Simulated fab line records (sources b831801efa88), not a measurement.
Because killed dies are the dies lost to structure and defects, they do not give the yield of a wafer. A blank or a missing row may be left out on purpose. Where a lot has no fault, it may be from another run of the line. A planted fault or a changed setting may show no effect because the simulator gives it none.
Lot-split experiment    flow sky130    23 wafers read across 5 lots, on a route 708 steps long

THE SPLIT ITSELF
At SKY_SD_P_IMPLANT_09, the setting doseCm2 was moved away from the recipe's 3e+15 on 8 of the 23 wafers read, by -7.4% to +4.2%. All remaining wafers had this setting at the recipe value.

FROM THE SPLIT TO THE READING: what the file shows between them, 3 steps
- SKY_SD_P_STRIP_10: strips in O2/N2
- SKY_SD_N_STRIP_11: strips in O2/N2 (also split here: powerW)
- SKY_SD_N_CLEAN_13: cleans in SC1/SC2, time 150 s

THE READING
SD_P_RS in ohm/sq, measured at SKY_SD_N_RS_MEAS_17 by four-point-probe. A value of 147.1 ohm/sq with a standard deviation of 0.31 ohm/sq is what fault-free wafers of this fab line usually give.

wafer   tool, chamber at the split  doseCm2 as run  against the recipe  SD_P_RS, ohm/sq  against lot-mates on the recipe
L077.1  implanter-02, 0             3e+15           recipe              147.1            -
L077.2  implanter-02, 0             2.779e+15       -7.4%               147.9            +0.9
L077.3  implanter-02, 0             2.779e+15       -7.4%               148.0            +1.0
L077.4  implanter-02, 0             2.779e+15       -7.4%               148.0            +1.0
L077.6  implanter-02, 0             3e+15           recipe              146.9            -
L078.2  implanter-03, 0             3e+15           recipe              147.0            -
L078.3  implanter-03, 0             3e+15           recipe              147.7            -
L078.4  implanter-03, 0             3e+15           recipe              147.2            -
L078.5  implanter-03, 0             3e+15           recipe              147.4            -
L078.6  implanter-03, 0             3e+15           recipe              147.2            -
L080.2  implanter-03, 0             3e+15           recipe              146.9            -
L080.4  implanter-03, 0             3e+15           recipe              146.7            -
L080.5  implanter-03, 0             3e+15           recipe              147.4            -
L083.1  implanter-03, 0             3e+15           recipe              147.5            -
L083.2  implanter-03, 0             3.126e+15       +4.2%               146.7            -0.7
L083.3  implanter-03, 0             3e+15           recipe              146.9            -
L083.4  implanter-03, 0             3e+15           recipe              147.7            -
L083.5  implanter-03, 0             3.126e+15       +4.2%               146.4            -1.0
L084.1  implanter-01, 0             2.783e+15       -7.2%               148.2            +1.0
L084.2  implanter-01, 0             2.783e+15       -7.2%               148.3            +1.1
L084.3  implanter-01, 0             3e+15           recipe              147.2            -
L084.4  implanter-01, 0             2.783e+15       -7.2%               148.1            +0.9
L084.6  implanter-01, 0             3e+15           recipe              147.2            -

THE FIT
A straight line over all 23 wafers: SD_P_RS changes by -0.126 ohm/sq for each +1% of doseCm2; r = -0.88; the points scatter about the line by 0.26 ohm/sq.
The same after taking each lot's own level away (the mean of its wafers on the recipe; 23 wafers): -0.144 ohm/sq for each +1%; r = -0.92; scatter 0.23 ohm/sq.
Per that fit: largest doseCm2 move, reading shift of 1.1 ohm/sq.
Across the lots, their own levels run from 147.00 to 147.37 ohm/sq, a range of 1.2 times the standard deviation given above.
Hence the slope depends on the lot-to-lot level, as the two fits are not the same.
Check: +1.05 ohm/sq against its lot-mates is what the line predicts for one of the wafers moved furthest among these (-7.4%) when that wafer is left out of the fit. Against them it came out at +0.9 ohm/sq.

FURTHER SPLITS ON THESE WAFERS
Other splits were also applied to these wafers ahead of the reading. Each is held against what the fit with the lots' levels taken away leaves over:
other split on the same wafers   wafers away from the commonest value  r with SD_P_RS (lot level and that fit taken away)
SKY_SPACER_CVD_00 pressureMtorr  18                                    +0.14
SKY_SD_N_STRIP_11 powerW         4                                     +0.11

THE WHOLE CHAIN: every reading that the file lists as answering this split, in the file's order
step                 what it does                  reading               change (the file's fit)               r (the file's)
SKY_SD_P_STRIP_10    strips in O2/N2               stripTimeToEndpointS  withheld for each +1% of the setting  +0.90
SKY_SD_N_RS_MEAS_17  measures by four-point-probe  SD_P_RS               -0.148 for each +1% of the setting    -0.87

THE FILE'S OWN FIT
SD_P_RS changes by -0.148 ohm/sq for each +1% of doseCm2, r = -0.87.
